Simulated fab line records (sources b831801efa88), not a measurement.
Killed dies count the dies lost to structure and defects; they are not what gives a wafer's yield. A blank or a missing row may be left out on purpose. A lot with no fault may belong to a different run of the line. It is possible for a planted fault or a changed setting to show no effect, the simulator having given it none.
Which tool was responsible? :: flow sky130 :: route of 708 steps, sampled at 1 step: 12 lots, 36 wafers

WHAT THE GAUGES SHOWED, per wafer
SKY_SONOS_TUNNEL_CD_MEAS_07 targets a cd of 410 nm.
lot: L075
measured: day 11 18:21
on: cd_sem-02
cd_nm (nm): 411.6 408.9 409.3

lot: L077
measured: day 12 15:40
on: cd_sem-01
cd_nm (nm): 410.6 412.4 411.1

lot: L078
measured: day 13 01:33
on: cd_sem-01
cd_nm (nm): 415.0 413.0 413.4

lot: L081
measured: day 13 16:02
on: cd_sem-01
cd_nm (nm): 410.5 411.7 409.5

lot: L083
measured: day 14 14:30
on: cd_sem-01
cd_nm (nm): 410.6 411.2 409.7

lot: L085
measured: day 15 08:14
on: cd_sem-01
cd_nm (nm): 409.0 409.5 407.7

lot: L087
measured: day 15 14:17
on: cd_sem-01
cd_nm (nm): 411.4 409.3 409.0

lot: L089
measured: day 16 09:46
on: cd_sem-02
cd_nm (nm): 406.3 409.0 408.4

lot: L091
measured: day 16 21:48
on: cd_sem-01
cd_nm (nm): 405.5 404.8 407.8

lot: L093
measured: day 18 00:21
on: cd_sem-01
cd_nm (nm): 412.7 410.1 412.3

lot: L095
measured: day 18 12:06
on: cd_sem-02
cd_nm (nm): 410.0 409.2 410.2

lot: L097
measured: day 18 20:28
on: cd_sem-02
cd_nm (nm): 410.7 412.1 409.5

TOOL THAT RAN EACH LOT (tool first, then ch and the chambers of the sampled wafers, then the start)
Before these readings, the record contains no process step.

THE ANSWER, worked out from the rows above alone
Rule: the usual values come from the lots themselves. Put in order of their means at a reading, lots are off if they are a third of the lots or fewer, leave a main group of 4 or more, and stand apart from it by a gap of 3 or more times the standard deviation of the main group's means; of several such gaps the widest counts. A main group is skipped when, at the precision printed for the reading in the tables above, its means are all equal. A lot without any number at a reading at which 4 lots or more have one is off too. Any other lot the step has rows for is counted as sound.
No lot is off at any reading shown: from this, nothing can be told.

WHAT HAD BEEN PUT IN BY THE SIMULATOR
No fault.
